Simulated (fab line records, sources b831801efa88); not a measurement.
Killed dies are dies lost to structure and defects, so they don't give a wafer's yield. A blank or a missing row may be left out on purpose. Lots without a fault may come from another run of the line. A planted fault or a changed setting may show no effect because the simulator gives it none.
Problem report in the 8D (eight disciplines) form, filled by code | flow gf180mcu | the parts of the form that need people (team, actions taken, sign-off) are left out

1. THE PROBLEM
strip_time_to_endpoint_s at GF_M1_STRIP_17 reads a mean of 7.15 s on 2 wafers of 1 lot; wafers without a fault read 7.39 s with a standard deviation of 0.044. That is -5.5 standard deviations from the usual mean.
The step: strips in O2/N2.
First seen on wafer L701.2, day 24 05:57, on plasma_asher-02. The record holds 37 wafers of 13 lots with a number at this step. Rule for "out", or "out of limits": more than 4 standard deviations from the usual mean. The other wafers with a number count as sound.

2. WHAT IT IS AND WHAT IT IS NOT
question                    | is                       | is not
which readings at this step | strip_time_to_endpoint_s | drypump_motor_current_A, heater_power_w, oes_product_au
which lots                  | L701                     | L681, L682, L683, L684, L686, L688, L690, L692, L696, L697, L698, L700
which wafers of those lots  | L701.2, L701.6           | L701.5
read on which tools         | plasma_asher-02          | plasma_asher-01, plasma_asher-03
when                        | from day 24 05:57        | up to then (35 sound wafers)

3. SUSPECTS, AND WHAT RULES EACH OUT
Counting: a tool at a process step up to the reading stays a suspect if it ran every lot that is out. Sound lots after the first of them don't rule it out here, since some wafers of a struck lot are sound.
- rie_diel-02 at GF_CONTACT_ETCH_16 (etches BARC in N2/H2): kept. It ran the lot that is out, L701 (day 23 06:29).
- plasma_asher-02 at GF_M1_STRIP_17 (strips in O2/N2): kept. It ran the lot that is out, L701 (day 24 05:57); its last sound lot up to then is L700 (day 23 23:18). Its own readings are out on those wafers: strip_time_to_endpoint_s.
- Within rie_diel-02 at GF_CONTACT_ETCH_16: the wafers that are out ran in chambers 0, 3; their sound lot-mates ran in chamber 1.
- Within plasma_asher-02 at GF_M1_STRIP_17: the wafers that are out ran in chamber 1; their sound lot-mates ran in chamber 0.
Left after counting: rie_diel-02 at GF_CONTACT_ETCH_16, plasma_asher-02 at GF_M1_STRIP_17.

4. THE CAUSE (what the simulator had put in)
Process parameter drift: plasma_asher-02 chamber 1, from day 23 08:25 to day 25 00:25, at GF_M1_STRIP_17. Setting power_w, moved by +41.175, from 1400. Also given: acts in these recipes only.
Counting left 2 suspects, and this tool is among them.

5. THE CHAIN OF EFFECTS, in route order
Each row: a reading whose mean over the struck wafers that have a number lies more than 3 standard deviations from the usual. Only readings for which the record gives a usual standard deviation are gone through. hours: the time from each lot's start at the first step in this table that gives one to its start at this step, as a median over the lots. sigmas: the change in usual standard deviations.
hours | step           | reading                  | usual  | on struck wafers | change | sigmas
0     | GF_M1_STRIP_17 | strip_time_to_endpoint_s | 7.39 s | 7.15             | -0.24  | -5.5
The process steps in it:
- GF_M1_STRIP_17: strips in O2/N2.
Later measuring or inspecting steps at which every struck wafer that the step has a row for has a number for every such reading, and none has moved that far: GF_V1_THK_MEAS_01.

6. WHAT WOULD HAVE CAUGHT IT SOONER
In this record the first reading out of limits was taken at day 24 05:57, 22 hours after the fault began at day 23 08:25.
